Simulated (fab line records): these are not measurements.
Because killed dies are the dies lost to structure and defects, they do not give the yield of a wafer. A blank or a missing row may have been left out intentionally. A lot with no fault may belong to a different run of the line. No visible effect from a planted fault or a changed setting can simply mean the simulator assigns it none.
Comparing a struck lot with a sound one :: flow sky130 :: 19 steps out of a route of 708
Sound: these wafers, L414.2, L414.4, L414.6. Wafers struck: L417.2, L417.4, L417.6. The cause is named last.
Per side, at each step with rows, come the tool, then ch with its chambers, and then its first start. Under that, the readings that differ: sound wafers :: struck wafers :: difference of the means :: sigmas: that difference in standard deviations of wafers without a fault.
alike: a reading whose means differ by less than 2 such deviations, as well as words and numbers matching on both sides. not compared: withheld readings; readings where some wafer has no value; bounds like >300 that might hide an equal value; numbers whose values overlap and for which the record gives no deviation.
Wherever a step has rows on one side only, a row that says differs or no value, or a row with sigmas, the two part there. Non-overlapping numbers with no deviation appear without sigmas and do not part them. Lack of a reading on every wafer of one side parts them only where that side has two or more wafers.

first, 3 steps without rows for these wafers: SKY_VT_ADJUST_NCORE_EXPOSE_04 (exposes mask LVTN COMPLEMENT THIN, target cd 380 nm); SKY_VT_ADJUST_NCORE_PEB_05; SKY_VT_ADJUST_NCORE_DEVELOP_06 (develop time 60 s).
SKY_VT_ADJUST_NCORE_CD_MEAS_07: the cd target is 380 nm.
  sound on cd-sem-02 at day 10 15:51; struck on cd-sem-01 at day 11 11:31
  alike: cd-nm
SKY_VT_ADJUST_NCORE_OVL_MEAS_08:
  sound on overlay-02 at day 10 15:58; struck on overlay-01 at day 11 11:38
  alike: VT_ADJUST_NCORE_OVL
following that, these wafers have no rows for 1 step: SKY_VT_ADJUST_NCORE_IMPLANT_09.
SKY_VT_ADJUST_NCORE_STRIP_10: strips in O2/N2.
  sound on plasma-asher-01 ch 0,1, day 10 16:08; struck on plasma-asher-01 ch 0,1, day 11 11:49
reading: strip-time-to-endpoint-s (s)
sound: 14.24 14.21 14.22
struck: 14.12 14.09 14.11
difference: -0.12
sigmas: -3
  alike: drypump-motor-current-A, n2-flow-sccm, o2-flow-sccm, oes-product-au
  not compared: rf-hours-counter-h
SKY_VT_ADJUST_NCORE_TW_MEAS_11:
  sound on film-metro-01 at day 10 16:15; struck on film-metro-01 at day 11 11:55
  alike: VT_ADJUST_NCORE_TW
then, 4 steps without rows for these wafers: SKY_VT_ADJUST_HVTR_DEHYDRATE_00 (time 60 s); SKY_VT_ADJUST_HVTR_HMDS_01 (prime time 60 s); SKY_VT_ADJUST_HVTR_COAT_02 (resist thk 1140 nm); SKY_VT_ADJUST_HVTR_SOFTBAKE_03 (time 60 s).
SKY_VT_ADJUST_HVTR_EXPOSE_04: exposes mask HVTRM, target cd 380 nm.
  sound on iline-stepper-02 ch 0, day 11 03:47; struck on iline-stepper-02 ch 0, day 12 00:26
reading: model.VT_ADJUST_HVTR.overlay-x-nm (nm)
sound: 1.056 1.056 1.056
struck: -107 -107 -107
difference: -108
sigmas: 
  alike: mask, reticle-temp-C
then, 2 steps without rows for these wafers: SKY_VT_ADJUST_HVTR_PEB_05; SKY_VT_ADJUST_HVTR_DEVELOP_06 (develop time 60 s).
SKY_VT_ADJUST_HVTR_CD_MEAS_07: the cd target is 380 nm.
  sound on cd-sem-01 at day 11 15:57; struck on cd-sem-02 at day 12 11:57
  alike: cd-nm
SKY_VT_ADJUST_HVTR_OVL_MEAS_08:
  sound on overlay-01 at day 11 16:04; struck on overlay-01 at day 12 12:04
reading: VT_ADJUST_HVTR_OVL (nm)
sound: -0.2 -0.1 0.0
struck: -107.5 -107.7 -107.3
difference: -107.4
sigmas: -77
following that, these wafers have no rows for 1 step: SKY_VT_ADJUST_HVTR_IMPLANT_09.
-- record jumps: 36 days separate the struck wafers' starts on either side; left off in module VT_ADJUST_HVTR, taken up again in module PAD_OPEN, whose first shown step is the route's number 708 --
SKY_PAD_OPEN_PROBE_99:
  sound on prober-01 at day 48 00:49; struck on prober-02 at day 48 09:13
reading: model.etest.pfet_01v8_mvt.drive-ua-um
sound: 153.1 153.8 156.4
struck: 142.7 140.3
difference: -12.9
sigmas: 

reading: model.etest.pfet_01v8_mvt.off-log10-a-um
sound: -10.3 -10.2 -10.16
struck: -11.68 -11.74
difference: -1.49
sigmas: 

reading: model.etest.pfet_01v8_mvt.vt-sat-v (V)
sound: -0.543 -0.5355 -0.5244
struck: -0.6617 -0.669
difference: -0.1310
sigmas: 

reading: model.etest.pfet_01v8_mvt.vt-v (V)
sound: -0.6319 -0.6274 -0.6196
struck: -0.7378 -0.7423
difference: -0.1138
sigmas: 

WHERE THEY PART
Last at SKY_VT_ADJUST_HVTR_OVL_MEAS_08 as far as this record goes, first at SKY_VT_ADJUST_NCORE_STRIP_10.

WHY: whatever the simulator had introduced
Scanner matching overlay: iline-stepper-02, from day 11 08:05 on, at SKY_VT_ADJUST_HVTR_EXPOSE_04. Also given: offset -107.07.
